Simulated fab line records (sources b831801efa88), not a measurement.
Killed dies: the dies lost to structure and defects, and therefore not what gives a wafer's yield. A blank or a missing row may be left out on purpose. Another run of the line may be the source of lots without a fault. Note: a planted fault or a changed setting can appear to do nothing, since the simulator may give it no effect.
A struck lot beside a sound one :: flow gf180mcu :: 16 steps out of a route of 602
Sound: the wafers L854.4, L854.5, L854.6. Wafers struck: L866.1, L866.4, L866.5. The cause is given at the end.
At each step with rows: each side's tool, then ch and its chambers, then its first start. Under that, the readings that differ: sound wafers :: struck wafers :: difference of the means :: sigmas: that difference in standard deviations of wafers without a fault.
alike: a reading whose means differ by less than 2 such deviations, as well as words and numbers matching on both sides. not compared: withheld readings; readings where some wafer has no value; bounds like >300 that might hide an equal value; numbers whose values overlap and for which the record gives no deviation.
The two part at a step that has a row with sigmas, a row that says differs or no value, or rows on one side only. Numbers that don't overlap but have no deviation are shown without sigmas and don't part them. A reading missing from all wafers of one side parts the sides only when that side holds two or more wafers.

first, 1 step without rows for these wafers: GF_HV_LDD_DEVELOP_06 (develop time 60 s).
GF_HV_LDD_CD_MEAS_07 targets a cd of 400 nm.
  sound on cdSem-01 at day 12 01:01; struck on cdSem-02 at day 16 05:07
  alike: cdNm
GF_HV_LDD_OVL_MEAS_08:
  sound on overlay-02 at day 12 01:06; struck on overlay-02 at day 16 05:14
  alike: HV_LDD_OVL
following that, these wafers have no rows for 1 step: GF_HV_LDD_IMPLANT_09.
GF_HV_LDD_STRIP_10: strips in O2/N2.
  sound on plasmaAsher-01 ch 0,1, day 12 01:18; struck on plasmaAsher-01 ch 0,1, day 16 05:25
  alike: drypumpMotorCurrentA, heaterPowerW, oesProductAu, stripTimeToEndpointS
  not compared: rfHoursCounterH
GF_HV_LDD_TW_MEAS_11:
  sound on filmMetro-04 at day 12 01:23; struck on filmMetro-04 at day 16 05:31
  alike: HV_LDD_TW
then, 6 steps without rows for these wafers: GF_HV_LDD_DEHYDRATE_12 (time 60 s); GF_HV_LDD_HMDS_13 (prime time 60 s); GF_HV_LDD_COAT_14 (resist thk 1000 nm); GF_HV_LDD_SOFTBAKE_15 (time 60 s); GF_HV_LDD_EXPOSE_16 (exposes mask Pplus LV AREA, target cd 400 nm); GF_HV_LDD_PEB_17.
GF_HV_LDD_DEVELOP_18: develop time 60 s.
  sound on lithoTrack-02 ch 0, day 12 20:20; struck on lithoTrack-01 ch 0, day 17 03:40
  alike: resistLineTempC
GF_HV_LDD_CD_MEAS_19 targets a cd of 400 nm.
  sound on cdSem-02 at day 12 20:28; struck on cdSem-02 at day 17 03:49
reading: cdNm (nm)
sound: 403.5 402.9 400.5
struck: 317.4 319.0 315.5
difference: -85.0
sigmas: -42
GF_HV_LDD_OVL_MEAS_20:
  sound on overlay-02 at day 12 20:32; struck on overlay-02 at day 17 03:56
  alike: HV_LDD_01_OVL
GF_PASSIVATION_PROBE_99:
  the record has rows for the sound wafers here (prober-02, day 31 03:36) and none for the struck ones

WHERE THEY PART
At GF_HV_LDD_CD_MEAS_19 first; at GF_PASSIVATION_PROBE_99 last (within this record only).

WHY: what had been put in by the simulator
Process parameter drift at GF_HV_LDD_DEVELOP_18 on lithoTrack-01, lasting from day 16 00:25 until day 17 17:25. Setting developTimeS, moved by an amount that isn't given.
